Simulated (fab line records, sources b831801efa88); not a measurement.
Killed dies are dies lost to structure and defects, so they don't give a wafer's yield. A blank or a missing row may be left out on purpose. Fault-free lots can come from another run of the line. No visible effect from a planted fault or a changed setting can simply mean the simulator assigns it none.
Struck lot and sound lot, side by side :: flow sky130 :: 21 steps out of a route of 708
Sound: these wafers, L663.1, L663.2, L663.3. The struck wafers were L669.3, L669.4, L669.5. The cause is given at the end.
For every step that has rows: the tool of each side, followed by ch and its chambers, followed by its first start. Under that, the readings that differ: sound wafers :: struck wafers :: difference of the means :: sigmas: that difference in standard deviations of wafers without a fault.
alike: readings with means less than 2 such deviations apart, plus words and numbers identical on both sides. not compared: withheld readings, readings lacking a value on some wafer, bounds such as >300 that could conceal the same value, and numbers that have no deviation in the record and whose values overlap.
The two part at a step that has a row with sigmas, a row that says differs or no value, or rows on one side only. When numbers do not overlap yet have no deviation, they are printed without sigmas and do not part them. A reading that every wafer of one side lacks parts them only if that side has two wafers or more.

first, 1 step without rows for these wafers: SKY_RES_XHIGH_IMPLANT_07.
SKY_RES_XHIGH_STRIP_08: strips in O2/N2.
  sound on plasmaAsher-03 ch 0,1, day 28 21:18; struck on plasmaAsher-03 ch 0,1, day 31 00:32
  alike: drypumpMotorCurrentA, oesProductAu, stripTimeToEndpointS
  not compared: rfHoursCounterH
SKY_RES_XHIGH_TW_MEAS_09:
  struck on filmMetro-01, day 31 00:37; sound on filmMetro-01, day 28 21:24
  alike: RES_XHIGH_TW
then, 7 steps without rows for these wafers: SKY_SD_N_DEHYDRATE_00 (time 60 s); SKY_SD_N_HMDS_01 (prime time 60 s); SKY_SD_N_COAT_02 (resist thk 1140 nm); SKY_SD_N_SOFTBAKE_03 (time 60 s); SKY_SD_N_EXPOSE_04 (exposes mask NSDM, target cd 380 nm); SKY_SD_N_PEB_05; SKY_SD_N_DEVELOP_06 (develop time 60 s).
SKY_SD_N_CD_MEAS_07: target cd 380 nm.
  struck on cdSem-01, day 32 04:15; sound on cdSem-02, day 30 01:03
  alike: cdNm
SKY_SD_N_OVL_MEAS_08:
  struck on overlay-01, day 32 04:20; sound on overlay-02, day 30 01:10
reading: SD_N_OVL (nm)
sound: 1.6 0.3 -0.1
struck: -2.4 -2.2 -1.0
difference: -2.5
sigmas: -2
SKY_SD_N_IMPLANT_09:
  sound on implanter-02 ch 0, day 30 01:13; struck on implanter-02 ch 0, day 32 04:25
reading: beamOnS (s)
sound: 17.3 17.8 18.3
struck: 10.2 10.0 10.0
difference: -7.7
sigmas: -6

reading: doseIonsCm2
sound: 4.003e+15 4.004e+15 4.001e+15
struck: 1.91e+15 1.913e+15 1.908e+15
difference: -2.09e+15
sigmas: -99 or more
  alike: tiltDeg
following that, these wafers have no rows for 1 step: SKY_SD_N_IMPLANT_10.
SKY_SD_N_STRIP_11: strips in O2/N2.
  sound on plasmaAsher-02 ch 0,1, day 30 01:31; struck on plasmaAsher-02 ch 0,1, day 32 04:42
reading: oesProductAu (a.u.)
sound: 0.526 0.528 0.528
struck: 0.571 0.568 0.566
difference: +0.041
sigmas: +9

reading: stripTimeToEndpointS (s)
sound: 22.53 22.51 22.62
struck: 20.10 20.14 20.10
difference: -2.44
sigmas: -58
  alike: drypumpMotorCurrentA
  not compared: rfHoursCounterH
SKY_SD_N_TW_MEAS_12:
  struck on filmMetro-01, day 32 04:47; sound on filmMetro-03, day 30 01:37
reading: SD_N_TW
sound: 3987 3961 3956
struck: 3829 3831 3823
difference: -140
sigmas: -3
then, 1 step without rows for these wafers: SKY_SD_N_CLEAN_13 (cleans in SC1/SC2, time 150 s).
SKY_SD_N_RTA_14: time 2 s.
  sound on rtpAnneal-01 ch 0, day 30 01:43; struck on rtpAnneal-01 ch 0, day 32 04:53
  alike: lampPowerPct, wafer_temp_C_max
SKY_SD_N_RS_MEAS_16: a four-point-probe measurement.
  struck on filmMetro-02, day 32 05:05; sound on filmMetro-01, day 30 01:53
reading: SD_N_RS (ohm/sq)
sound: 68.61 68.80 68.55
struck: 78.64 78.74 78.94
difference: +10.12
sigmas: +92
SKY_SD_N_RS_MEAS_17: a four-point-probe measurement.
  struck on filmMetro-02, day 32 05:13; sound on filmMetro-01, day 30 02:01
  alike: SD_P_RS
-- record jumps: 17 days separate the struck wafers' starts on either side; left off in module SD_N, taken up again in module PAD_OPEN, whose first shown step is the route's number 708 --
SKY_PAD_OPEN_PROBE_99:
  struck on prober-01, day 48 19:10; sound on prober-02, day 47 08:52
reading: model.etest.resNdiff.lineOhmUm
sound: 763.4 750.1 741.6
struck: 877.1 878.1 855.7
difference: +118.6
sigmas: 

reading: model.etest.nfetG5v0d10v5.rOnOhmUm
sound: 1859 1895 1865
struck: 1991 2009 1968
difference: +116
sigmas: 

reading: model.etest.sonosUncharged.rOnOhmUm
sound: 791.3 789.7 797.6
struck: 879.2 867.1 858
difference: +75.2
sigmas: 

reading: model.etest.liconNdiff.rcOhm
sound: 181.4 183.1 183.2
struck: 232.9 222.2 229.5
difference: +45.6
sigmas: 

reading: model.etest.nfet_01v8.rOnOhmUm
sound: 824.3 843.2 844.7
struck: 893.5 890.6 912.4
difference: +61.4
sigmas: 

reading: model.etest.resNdiffHv.rsOhmSq
sound: 113.7 113.8 112.6
struck: 133.2 134.6 132.8
difference: +20.2
sigmas: 

reading: model.etest.resNdiff.rsOhmSq
sound: 119.3 119.3 118.4
struck: 138 138.6 138.3
difference: +19
sigmas: 
  alike: killed_at_M0_to_M3, killed_at_M4_up, killedAtContacts, killedAtFrontEnd, killedAtOther, killedDies, killedOpen, killedShort

## WHERE THEY PART
At SKY_SD_N_OVL_MEAS_08 first; at SKY_SD_N_RS_MEAS_16 last (within this record only). Later steps at which nothing parts them and some readings are alike: SKY_SD_N_RS_MEAS_17, SKY_PAD_OPEN_PROBE_99.

WHY: what the simulator had put in
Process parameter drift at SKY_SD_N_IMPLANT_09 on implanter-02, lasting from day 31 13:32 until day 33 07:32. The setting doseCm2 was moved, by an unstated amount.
